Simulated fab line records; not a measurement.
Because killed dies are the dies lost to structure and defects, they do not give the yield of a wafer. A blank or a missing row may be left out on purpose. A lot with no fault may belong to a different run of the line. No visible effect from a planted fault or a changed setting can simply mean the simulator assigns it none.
One fault seen from 2 desks / flow sky130 / each desk holds nothing but its own numbers, with what lay behind them at the end

METROLOGY DESK
Means of the sampled wafers that have a number, per lot and without regard to the tool the lot ran on: this is what the gauges read. Any lot whose mean is over 4 standard deviations away from the usual mean is out of limits and marked OUT; that distance is given in the brackets.
Columns: A = CAP2M_OVL at SKY_CAP2M_OVL_MEAS_12, usual 0.7 nm; B = VIA4_W_RS at SKY_VIA4_RS_MEAS_19, usual 0.224 ohm/sq; C = VIA4_W_THK at SKY_VIA4_THK_MEAS_20, usual 526 nm
lot=L404; first seen here=day 41 02:57; A=-0.0; B=0.230; C=509
lot=L405; first seen here=day 41 04:21; A=0.5; B=0.215; C=545
lot=L406; first seen here=day 41 08:43; A=2.4; B=0.218; C=543
lot=L407; first seen here=day 41 20:37; A=2.5; B=0.216; C=542
lot=L409; first seen here=day 42 11:19; A=0.2; B=0.221; C=538
lot=L410; first seen here=day 42 11:34; A=0.4; B=0.225; C=525
lot=L412; first seen here=day 43 03:49; A=0.4; B=0.226; C=522
lot=L413; first seen here=day 43 13:06; A=1.9; B=0.231; C=510
lot=L414; first seen here=day 43 18:23; A=0.0; B=0.225; C=521
lot=L416; first seen here=day 44 04:12; A=0.6; B=0.250 (+4.5) OUT; C=472
lot=L424; first seen here=day 46 02:29; A=1.9; B=0.218; C=539
lot=L426; first seen here=day 46 22:13; A=-1.0; B=0.219; C=533
lot=L427; first seen here=day 47 04:19; A=2.3; B=0.225; C=527
This desk's result: L416 out of limits, first on L416 (VIA4_W_RS at SKY_VIA4_RS_MEAS_19), day 46 03:52. L404, L405, L406, L407, L409, L410, L412, L413, L414, L424, L426, L427 stayed within limits.

TOOL OWNER'S DESK, cvd_w-02
The tool's own readings at SKY_VIA4_CVD_18 (deposits W, target thk 505 nm, time 152.14 s): means of the sampled wafers that have a number, for each lot that ran on this tool. Any lot whose mean is over 4 standard deviations away from the usual mean is out of limits and marked OUT; that distance is given in the brackets.
Columns: A = heater_power_w at SKY_VIA4_CVD_18, usual 856 W; B = susceptor_temp_C at SKY_VIA4_CVD_18, usual 399.98 C
lot=L404; first seen here=day 43 04:46; A=882; B=399.96
lot=L410; first seen here=day 44 12:46; A=885; B=400.01
lot=L412; first seen here=day 45 04:25; A=888; B=400.07
lot=L413; first seen here=day 45 11:59; A=888; B=400.01
lot=L414; first seen here=day 45 18:46; A=851; B=399.99
lot=L416; first seen here=day 46 03:43; A=836; B=394.09 (-27) OUT
lot=L427; first seen here=day 48 20:41; A=894; B=400.08
This desk's verdict: out of limits on L416, starting with L416 at day 46 03:43 (susceptor_temp_C at SKY_VIA4_CVD_18). L404, L410, L412, L413, L414, L427 stayed within limits.

BROUGHT TOGETHER
The tool owner's desk had the chance to raise an alarm at day 46 03:43 on L416.
An alarm was possible from the metrology desk at day 46 03:52, on L416.
Of the lots named, all ran SKY_VIA4_CVD_18 on cvd_w-02.

WHAT THE SIMULATOR HAD INSERTED
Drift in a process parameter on cvd_w-02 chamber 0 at SKY_VIA4_CVD_18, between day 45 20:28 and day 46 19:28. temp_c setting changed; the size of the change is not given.
Shown lots that were struck: L416.
Counting hours from when the fault started, the first reading out of limits came at 7 for the tool owner's desk and at 7 for the metrology desk.
